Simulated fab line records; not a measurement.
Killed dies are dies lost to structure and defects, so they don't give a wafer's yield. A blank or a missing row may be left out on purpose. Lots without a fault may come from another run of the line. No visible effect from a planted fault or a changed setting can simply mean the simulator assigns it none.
Comparing a struck lot with a sound one + flow sky130 + 13 steps out of a route of 708
Sound: wafers L813.1, L813.4, L813.5. The struck wafers were L804.2, L804.4, L804.6. The cause is named last.
Each step with rows lists, per side, the tool, then ch with its chambers, then its first start. Under that, the readings that differ: sound wafers + struck wafers + difference of the means + sigmas: that difference in standard deviations of wafers without a fault.
alike: a reading whose means differ by less than 2 such deviations, as well as words and numbers matching on both sides. not compared: withheld readings; readings where some wafer has no value; bounds like >300 that might hide an equal value; numbers whose values overlap and for which the record gives no deviation.
A row with sigmas, a row that says differs or no value, or rows on one side alone: a step with any of these is where the two part. Numbers that have no deviation but don't overlap get no sigmas and don't part them. Lack of a reading on every wafer of one side parts them only where that side has two or more wafers.

first, 3 steps without rows for these wafers: SKY_FIELD_ISO_EXPOSE_10 (exposes mask FOM, target cd 150 nm); SKY_FIELD_ISO_PEB_11; SKY_FIELD_ISO_DEVELOP_12 (develop time 60 s).
SKY_FIELD_ISO_CD_MEAS_13 targets a cd of 150 nm.
  sound: cd sem-02 at day 5 21:44; struck: cd sem-01 at day 3 21:20
  alike: cd nm
SKY_FIELD_ISO_ETCH_14: etches BARC in N2/H2, stops on SiO2, time 45.9 s, target depth 60 nm.
  sound on rie diel-03 ch 0,2, day 5 21:51; struck on rie diel-02 ch 0,1,3, day 3 21:26
  alike: drypump motor current A, oes product au, throttle valve pct
  not compared: rf hours counter h
SKY_FIELD_ISO_ETCH_15: etches the open film in CHF3/O2, stops on Si, target depth 180 nm, time 72 s.
  sound on rie diel-03 ch 0,2, day 5 21:53; struck on rie diel-02 ch 0,1,3, day 3 21:28
  alike: drypump motor current A, oes product au, throttle valve pct
  not compared: rf hours counter h
SKY_FIELD_ISO_STRIP_16: strips in O2/N2.
  sound on plasma asher-04 ch 0,1, day 5 21:57; struck on plasma asher-04 ch 0,1, day 3 21:32
  alike: drypump motor current A, oes product au, strip time to endpoint s
  not compared: rf hours counter h
SKY_FIELD_ISO_ETCH_17: etches Si in HBr/Cl2/O2, target depth 342 nm, time 97.7 s.
  sound on rie si-02 ch 0,1,3, day 5 22:03; struck on rie si-02 ch 2,3, day 3 21:38
  alike: drypump motor current A, oes product au, throttle valve pct
  not compared: rf hours counter h
then, 4 steps without rows for these wafers: SKY_FIELD_ISO_WET_ETCH_18 (etches Si3N4 in H3PO4, target depth 25 nm, time 286 s); SKY_FIELD_ISO_CLEAN_19 (cleans in SC1/SC2, time 150 s); SKY_FIELD_ISO_CLEAN_20 (cleans in dHF, time 20 s); SKY_FIELD_ISO_WET_ETCH_21 (etches SiO2 in dHF, target depth 20 nm, time 400 s).
SKY_FIELD_ISO_OXIDATION_22: stabilise 600 s, purge 300 s, target thk 10 nm.
  struck on furnace-02, day 3 22:32; sound on furnace-02 ch 0, day 5 22:23
  no value came back on the struck wafers for ox temp c (C), ox temp c max, tube_center_temp_C_max; on the sound wafers ox temp c (C) reads 950.1 949.7 950.1

## WHERE THEY PART
SKY_FIELD_ISO_OXIDATION_22 only, going by this record.

WHY: what had been put in by the simulator
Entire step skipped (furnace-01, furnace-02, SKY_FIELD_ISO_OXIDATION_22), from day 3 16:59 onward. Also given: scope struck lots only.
